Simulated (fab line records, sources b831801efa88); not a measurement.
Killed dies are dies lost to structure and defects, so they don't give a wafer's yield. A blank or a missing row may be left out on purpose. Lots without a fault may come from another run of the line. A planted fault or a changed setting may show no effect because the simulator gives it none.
fab line records | flow sky130
record lots=10 wafers=30 last_day=50
route steps=708 shown GATE_OXIDE@188 VIA1@474 METAL3@568 VIA3@587
lots that met no fault: from a run of the same line without faults
start_h: hours from the record's first day to the start of the lot's first wafer shown | wait_h: hours since the lot's step before | " the same as in the row above | L1.1+2: a row that stands for several wafers | - no value, or no start given | * or withheld: withheld | < > ~ a bound
route shown NAME@n: a module of which the file shows steps, and the number in the route of the first | usual: mean/standard deviation of fault-free wafers | same: alike in all rows | chamber/n: place in a boat | sites: the reading at each site | _std_site: their standard deviation | _edge_site: outer sites' mean less inner sites' | radius_mm: how far each site lies from the wafer's centre | mask NAME#n: copy n | behind: the tool/chamber that last shaped the wafer | hold: why the lot was held/for how many hours/how that ended | device: the transistor (n, p or np) that didn't switch | end of line: the same wafers' tests at the end of the route | a step without rows: its recipe alone | killed: dies lost to structure and defects at the first sort, not the wafer's yield | map: a wafer's dies, x killed, . not, _ none there
set.NAME: the setting as run; set.NAME@STEP: as run at that earlier step | model.NAME: the simulator's own value behind a step, which no gauge read
steps of the route over a sample of lots; a table a step, a row a wafer
services: from which hour (start_h, from the record's first day; less than 0 if before it) a tool's chamber was out of use, for how many hours, and why
## steps
# step SKY_GATE_OXIDE_OXIDATION_01
# recipe temp_c=900 ambient=O2 stabilise_s=600 purge_s=300 target_thk_a=102.68 ox_time_s=1473
# usual spike_tc_centre_C=900.3/1 spike_tc_top_C=910.7/1 spike_tc_upper_C=900.1/1.1 zone_power_centre_pct=18.07/0.18 zone_power_lower_pct=18.8/0.47 zone_power_top_pct=39.5/2.1 zone_power_upper_pct=17.2/0.67
# same ox_time_s=1473 purge_s=300
# columns lot.wafer tool chamber start_h wait_h spike_tc_centre_C spike_tc_top_C spike_tc_upper_C zone_power_centre_pct zone_power_lower_pct zone_power_top_pct zone_power_upper_pct
L609.1 furnace-02 0 299.50 1.1 900.2 911.3 899.3 18.00 19.0 41.3 16.7
L609.2 " 0 " " 899.2 910.5 900.1 18.12 18.9 40.7 16.5
L609.4 " 0 " " 900.0 910.0 899.1 17.88 19.2 41.5 16.7
L612.2 furnace-01 0 320.93 0.1 899.9 911.2 898.6 17.96 18.3 36.9 17.9
L612.3 " 0 " " 900.9 911.0 900.2 18.09 17.8 37.0 18.0
L612.5 " 0 " " 898.9 911.5 900.0 17.92 18.3 36.2 18.1
L613.1 furnace-01 0 327.03 0.6 900.4 913.6 898.7 18.37 18.0 36.4 17.9
L613.2 " 0 " " 900.0 911.5 899.4 18.04 18.4 37.3 18.2
L613.6 " 0 " " 900.0 911.1 900.7 17.98 18.2 36.4 18.1
L617.2 furnace-02 0 364.31 0.0 866.9 909.2 906.4 5.70 25.8 40.4 22.9
L617.4 " 0 " " 865.6 909.7 904.0 5.75 26.0 40.1 22.8
L617.5 " 0 " " 866.9 910.1 904.8 5.71 25.7 40.2 22.8
L618.2 furnace-02 0 365.72 1.1 865.2 908.7 904.0 5.76 26.0 39.3 22.8
L618.4 " 0 " " 865.6 909.7 905.9 5.73 26.2 40.4 22.8
L618.5 " 0 " " 867.4 909.7 904.9 5.71 26.3 40.7 22.5
L624.2 furnace-01 0 418.59 1.2 899.4 911.6 897.6 17.86 17.9 35.9 17.9
L624.4 " 0 " " 897.5 911.8 898.7 18.41 18.1 36.9 18.0
L624.6 " 0 " " 900.6 910.2 900.9 17.78 18.0 36.9 17.9
L627.4 furnace-02 0 449.71 0.1 900.5 911.4 900.1 17.91 19.3 41.2 16.7
L627.5 " 0 " " 901.5 909.8 900.1 18.22 19.0 41.1 16.8
L627.6 " 0 " " 900.8 909.1 901.8 18.17 18.8 40.9 16.7
L628.3 furnace-02 0 452.82 1.3 903.3 909.5 901.3 18.03 19.0 41.8 16.6
L628.5 " 0 " " 899.9 909.4 899.9 17.94 19.2 41.2 16.8
L628.6 " 0 " " 902.6 910.7 900.2 18.05 18.5 40.7 16.5
L629.3 furnace-01 0 463.12 0.8 900.0 910.6 899.7 18.11 18.5 36.7 18.1
L629.4 " 0 " " 901.4 909.7 896.9 18.38 18.1 37.0 18.2
L629.5 " 0 " " 900.4 911.8 899.7 17.98 18.1 36.4 18.1
L630.1 furnace-02 0 468.32 0.0 900.8 910.6 899.8 18.09 19.3 41.5 16.9
L630.2 " 0 " " 900.7 908.9 900.8 18.08 18.9 40.5 16.7
L630.6 " 0 " " 900.3 909.8 900.8 18.32 19.3 40.7 16.7
# step SKY_GATE_OXIDE_THK_MEAS_02
# recipe reads=SiO2_of_GATE_OXIDE_OXIDATION_01
# usual GATE_OXIDE_OXIDATION_00_THK=10.27/0.17
# columns lot.wafer tool chamber start_h wait_h GATE_OXIDE_OXIDATION_00_THK[nm]
L609.1 film_metro-01 - 300.91 0.0 10.28
L609.2 " - " " 10.07
L609.4 " - " " 10.31
L612.2 film_metro-03 - 322.35 0.0 10.22
L612.3 " - " " 10.14
L612.5 " - " " 10.18
L613.1 film_metro-01 - 328.44 0.0 10.26
L613.2 " - " " 10.11
L613.6 " - " " 10.16
L617.2 film_metro-02 - 365.73 0.0 10.01
L617.4 " - " " 9.72
L617.5 " - " " 9.39
L618.2 film_metro-03 - 367.14 0.0 9.45
L618.4 " - " " 10.13
L618.5 " - " " 10.01
L624.2 film_metro-01 - 420.00 0.0 10.43
L624.4 " - " " 10.39
L624.6 " - " " 10.33
L627.4 film_metro-02 - 451.15 0.0 10.23
L627.5 " - " " 10.42
L627.6 " - " " 10.10
L628.3 film_metro-01 - 454.25 0.0 9.92
L628.5 " - " " 10.16
L628.6 " - " " 10.00
L629.3 film_metro-03 - 464.55 0.0 10.19
L629.4 " - " " 10.27
L629.5 " - " " 10.28
L630.1 film_metro-03 - 469.73 0.0 10.28
L630.2 " - " " 10.31
L630.6 " - " " 10.33
# step SKY_VIA1_STRIP_16
# recipe chemistry=O2/N2 power_w=1400 pressure_mtorr=1500 platen_temp_c=withheld o2_flow_sccm=3000 n2_flow_sccm=300 overash_fraction=0.5
# usual drypump_motor_current_A=5.6/0.41 oes_product_au=0.414/0.0043 strip_time_to_endpoint_s=4.461/0.021
# columns lot.wafer tool chamber start_h wait_h drypump_motor_current_A oes_product_au rf_hours_counter_h strip_time_to_endpoint_s
L609.1 plasma_asher-04 1 803.03 0.0 5.8 0.411 66 4.473
L609.2 " 0 " " 5.6 0.416 66 4.468
L609.4 " 0 " " 5.5 0.416 - 4.455
L612.2 plasma_asher-04 0 824.45 0.0 5.6 0.416 68 4.464
L612.3 " 0 " " 5.6 0.420 - 4.462
L612.5 " 0 " " 5.6 0.410 - 4.470
L613.1 plasma_asher-03 1 837.52 0.0 4.9 0.412 40 4.416
L613.2 " 0 " " 6.3 0.406 40 4.437
L613.6 " 1 " " 4.9 0.412 - 4.418
L618.2 plasma_asher-01 1 870.98 0.0 5.8 0.418 102 4.465
L618.4 " 0 " " 5.2 0.418 - 4.451
L618.5 " 1 " " 5.8 0.408 - 4.446
L617.2 plasma_asher-04 1 874.83 0.0 5.8 0.416 73 4.497
L617.4 " 1 " " 5.8 0.416 - 4.481
L617.5 " 1 " " 5.8 0.416 - 4.460
L624.2 plasma_asher-01 0 915.53 0.0 5.2 0.412 107 4.432
L624.4 " 0 " " 5.2 0.416 - 4.446
L624.6 " 1 " " 5.8 0.417 - 4.438
L627.4 plasma_asher-01 1 943.19 0.1 5.8 0.415 - 4.460
L627.5 " 1 " " 5.8 0.416 - 4.453
L627.6 " 0 " " 5.2 0.418 - 4.482
L628.3 plasma_asher-01 1 944.83 0.1 5.8 0.414 - 4.447
L628.5 " 1 " " 5.8 0.415 - 4.446
L628.6 " 0 " " 5.2 0.412 - 4.469
L629.3 plasma_asher-04 1 951.47 0.1 5.8 0.417 - 4.483
L629.4 " 0 " " 5.6 0.416 - 4.452
L629.5 " 0 " " 5.6 0.407 - 4.458
L630.1 plasma_asher-01 1 952.58 0.0 5.8 0.412 111 4.429
L630.2 " 0 " " 5.2 0.406 111 4.435
L630.6 " 1 " " 5.8 0.412 - 4.463
# step SKY_METAL3_METAL_ETCH_18
# recipe target_depth_a=8450 stop_on=SiO2 over_etch_frac=0.3 time_s=183.1 chemistry=Cl2/BCl3 resist_sidewall_deg=88 pressure_mtorr=10 icp_w=900 bias_w=48.5 Cl2_flow_sccm=60 bcl3_flow_sccm=30
# usual drypump_motor_current_A=5.8/0.37 oes_product_au=0.867/0.006 rf_fwd_power_W=897/3.1 throttle_valve_pct=22.265/0.0094
# same over_etch_frac=0.3
# columns lot.wafer tool chamber start_h wait_h drypump_motor_current_A oes_product_au rf_fwd_power_W rf_hours_counter_h throttle_valve_pct
L609.1 rie_metal-04 0 911.94 0.0 5.7 0.865 900 5 22.262
L609.2 " 1 " " 6.3 0.864 896 9 22.273
L609.4 " 0 " " 5.7 0.856 897 - 22.265
L612.2 rie_metal-04 0 933.84 0.0 5.7 0.864 896 6 22.279
L612.3 " 1 " " 6.3 0.860 893 - 22.272
L612.5 " 0 " " 5.7 0.862 901 - 22.260
L613.1 rie_metal-02 0 944.44 0.0 5.7 0.865 898 2 22.262
L613.2 " 1 " " 5.9 0.857 894 11 22.258
L613.6 " 0 " " 5.7 0.853 898 - 22.272
L618.2 rie_metal-02 0 975.29 0.0 5.7 0.876 899 3 22.276
L618.4 " 0 " " 5.7 0.863 903 - 22.268
L618.5 " 0 " " 5.6 0.877 900 - 22.261
L617.2 rie_metal-04 0 978.98 0.0 5.7 0.867 899 9 22.249
L617.4 " 0 " " 5.7 0.860 900 - 22.267
L617.5 " 1 " " 6.3 0.865 898 - 22.270
L624.2 rie_metal-03 0 1016.44 0.0 5.6 0.871 896 4 22.268
L624.4 " 1 " " 5.2 0.864 895 - 22.263
L624.6 " 0 " " 5.6 0.860 900 - 22.256
L627.4 rie_metal-02 0 1042.29 0.1 5.7 0.870 899 - 22.261
L627.5 " 1 " " 5.9 0.871 898 - 22.254
L627.6 " 0 " " 5.7 0.881 900 - 22.253
L628.3 rie_metal-04 0 1042.99 0.1 5.7 0.868 896 - 22.260
L628.5 " 0 " " 5.7 0.873 897 - 22.276
L628.6 " 1 " " 6.3 0.870 901 - 22.263
L629.3 rie_metal-04 0 1048.92 0.1 5.6 0.867 904 - 22.270
L629.4 " 1 " " 6.3 0.871 895 - 22.262
L629.5 " 0 " " 5.7 0.871 898 - 22.267
L630.1 rie_metal-04 0 1050.41 0.0 5.7 0.861 898 13 22.272
L630.2 " 1 " " 6.3 0.881 904 17 22.265
L630.6 " 0 " " 5.7 0.869 900 - 22.270
# step SKY_VIA3_ETCH_14
# recipe chemistry=N2/H2 target=BARC ion_energy_ev=200 source_w=500 bias_w=100 pressure_mtorr=30 n2_flow_sccm=100 h2_flow_sccm=200 stop_on=SiO2 time_s=45.9 target_depth_a=600
# usual drypump_motor_current_A=5.9/0.41 oes_product_au=0.854/0.0047 rf_fwd_power_W=494.8/1.7 throttle_valve_pct=13.225/0.0084
# columns lot.wafer tool chamber start_h wait_h drypump_motor_current_A oes_product_au rf_fwd_power_W rf_hours_counter_h throttle_valve_pct
L609.1 rie_diel-01 0 938.09 0.0 5.4 0.850 497.2 12 13.245
L609.2 " 2 " " 5.9 0.854 496.9 2 13.220
L609.4 " 1 " " 6.1 0.860 493.0 10 13.218
L612.2 rie_diel-01 1 959.40 0.0 6.2 0.848 493.4 11 13.211
L612.3 " 0 " " 5.3 0.856 497.2 13 13.219
L612.5 " 2 " " 5.9 0.857 492.1 - 13.231
L613.1 rie_diel-02 0 971.29 0.0 6.1 0.851 495.5 5 13.218
L613.2 " 2 " " 6.7 0.847 497.1 21 13.229
L613.6 " 3 " " 6.4 0.856 494.8 - 13.209
L618.2 rie_diel-04 1 1000.60 0.0 6.3 0.848 494.9 9 13.234
L618.4 " 2 " " 5.6 0.857 491.9 12 13.221
L618.5 " 0 " " 6.0 0.848 493.3 - 13.235
L617.2 rie_diel-01 3 1003.62 0.0 5.0 0.857 492.5 15 13.221
L617.4 " 0 " " 5.3 0.864 497.0 15 13.236
L617.5 " 2 " " 5.9 0.859 498.2 - 13.226
L624.2 rie_diel-04 2 1040.57 0.0 5.6 0.854 495.2 13 13.228
L624.4 " 1 " " 6.3 0.854 493.5 11 13.223
L624.6 " 1 " " 6.3 0.857 493.5 - 13.237
L627.4 rie_diel-04 0 1065.32 0.0 6.0 0.855 496.1 24 13.214
L627.5 " 2 " " 5.6 0.852 490.4 - 13.227
L627.6 " 1 " " 6.3 0.853 493.4 - 13.221
L628.3 rie_diel-04 3 1066.69 0.0 5.9 0.852 496.7 12 13.229
L628.5 " 1 " " 6.3 0.855 493.5 - 13.223
L628.6 " 2 " " 5.5 0.859 495.4 - 13.223
L629.3 rie_diel-04 2 1071.99 0.0 5.6 0.852 493.3 14 13.216
L629.4 " 2 " " 5.6 0.849 494.7 - 13.236
L629.5 " 3 " " 5.8 0.852 496.0 - 13.251
L630.1 rie_diel-02 0 1073.52 0.0 6.1 0.860 496.3 9 13.236
L630.2 " 2 " " 6.7 0.847 494.0 24 13.228
L630.6 " 2 " " 6.7 0.852 497.1 - 13.224
## services
# columns tool chamber start_h hours kind
plasma_asher-01 - 284.15 28.1 pm
plasma_asher-01 - 359.54 2.6 repair
plasma_asher-01 - 366.70 0.4 repair
plasma_asher-01 - 407.28 2.8 pm
rie_diel-04 1 436.55 5.3 repair
furnace-02 - 437.16 5.3 pm
rie_diel-04 0 460.33 3.3 repair
rie_diel-04 - 509.63 1.1 repair
rie_metal-04 1 555.87 14.1 repair
rie_diel-04 - 588.19 28.1 pm
furnace-02 - 605.09 2.4 pm
rie_diel-04 1 629.21 5.6 repair
rie_metal-04 - 644.93 1.4 repair
rie_metal-04 - 659.73 28.1 pm
plasma_asher-01 - 682.50 3.4 repair
furnace-02 - 706.99 19.0 repair
furnace-02 - 753.32 21.3 repair
plasma_asher-01 - 770.33 11.5 repair
furnace-02 - 774.58 3.5 pm
furnace-02 - 778.04 3.5 pm
furnace-02 - 819.00 10.2 pm
rie_diel-04 - 820.65 14.6 pm
furnace-02 - 940.13 2.9 pm
furnace-02 - 1045.35 3.0 pm
## key
first_sign step=SKY_GATE_OXIDE_OXIDATION_01 reading=zone_power_centre_pct direction=down sigmas=71 usual=18.07 struck=5.73
effect step=SKY_GATE_OXIDE_OXIDATION_01 reading=spike_tc_centre_C direction=down sigmas=34 usual=900.3 struck=866.3
effect step=SKY_GATE_OXIDE_THK_MEAS_02 reading=GATE_OXIDE_OXIDATION_00_THK direction=down sigmas=2.8 usual=10.27 struck=9.78
met_at SKY_GATE_OXIDE_OXIDATION_01
struck_lots L617,L618
tester_left_out L617,L618
not_acting_at SKY_VIA1_STRIP_16,SKY_METAL3_METAL_ETCH_18,SKY_VIA3_ETCH_14
onset_between 299.50 364.31
fault kind=process_parameter_drift tool=furnace-02 chamber=- onset_h=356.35 steps=SKY_GATE_OXIDE_OXIDATION_01 channel=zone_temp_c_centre offset=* shape=step end_h=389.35
# tester_left_out: of these lots the tester's yield and bins aren't shown, on N5 and GAA mostly nor the transistor test; their killed dies are dies lost to structure and defects alone, not to doping, threshold or leakage, so they don't give the yield
